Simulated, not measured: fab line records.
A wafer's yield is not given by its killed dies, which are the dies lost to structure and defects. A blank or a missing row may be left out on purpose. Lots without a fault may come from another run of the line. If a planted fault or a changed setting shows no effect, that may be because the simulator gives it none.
Problem report in the 8D (eight disciplines) form, filled by code | flow gf180mcu | the parts of the form that need people (team, actions taken, sign-off) are left out

== 1. WHAT IS WRONG ==
cathode-dc-power-W at GF_CONTACT_SPUTTER_22 reads a mean of 2360.2 W on 6 wafers of 2 lots; wafers without a fault read 2500.0 W with a standard deviation of 0.47. So: -99 or more standard deviations from the usual mean.
The step: material Ti, target thk 15 nm, time 80.02 s.
Seen first at day 22 21:28 on pvd-sputter-03, wafer L151.1. At this step, 42 wafers from 14 lots have a number in the record. Rule for "out", or "out of limits": more than 4 standard deviations from the usual mean. The other wafers with a number count as sound.

== 2. WHAT IT IS, WHAT IT ISN'T ==
question                    | is                     | is not
which readings at this step | cathode-dc-power-W     | throttle-valve-pct
which lots                  | L151, L153             | L132, L134, L138, L139, L140, L142, L143, L144, L149, L152, L154, L155
which wafers of those lots  | all that have a number | -
read on which tools         | pvd-sputter-03         | pvd-sputter-02, pvd-sputter-04
when                        | from day 22 21:28      | up to then (27 sound wafers); but 9 sound wafers of L152, L154, L155 came after

== 3. THE SUSPECTS, EACH WITH WHAT RULES IT OUT ==
Counting: any tool at a process step up to the reading is kept as a suspect provided that every lot that is out went through it and no sound lot did after the first of them.
- pvd-sputter-03 at GF_CONTACT_SPUTTER_22 (material Ti, target thk 15 nm, time 80.02 s): kept. It processed each lot that is out, first L151 at day 22 21:28, and no sound lot thereafter; up to then, the last sound lot it processed was L149 at day 22 08:11. Its own cathode-dc-power-W readings are out on those wafers.
The count leaves pvd-sputter-03 at GF_CONTACT_SPUTTER_22.

== 4. THE CAUSE (what the simulator had put in) ==
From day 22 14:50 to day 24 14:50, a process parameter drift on pvd-sputter-03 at GF_CONTACT_SPUTTER_22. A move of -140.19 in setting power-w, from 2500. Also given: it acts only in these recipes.
After counting, this tool was the only one left.

== 5. THE CHAIN OF EFFECTS, in route order ==
Each row: a reading where the mean over the struck wafers with a number is more than 3 standard deviations away from the usual. Readings are gone through only where the record gives a usual standard deviation; hours: the median, over the lots, of the time from a lot's start at the first step in this table giving one to that lot's start at this step; sigmas: the change measured in usual standard deviations.
hours | step                  | reading            | usual    | on struck wafers | change | sigmas
0     | GF_CONTACT_SPUTTER_22 | cathode-dc-power-W | 2500.0 W | 2360.2           | -139.8 | -99 or more
It contains these process steps:
- GF_CONTACT_SPUTTER_22: material Ti, target thk 15 nm, time 80.02 s.

== 6. HOW IT WOULD HAVE BEEN CAUGHT EARLIER ==
First out-of-limits reading in this record: day 22 21:28, which is 7 hours after fault onset at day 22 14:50.
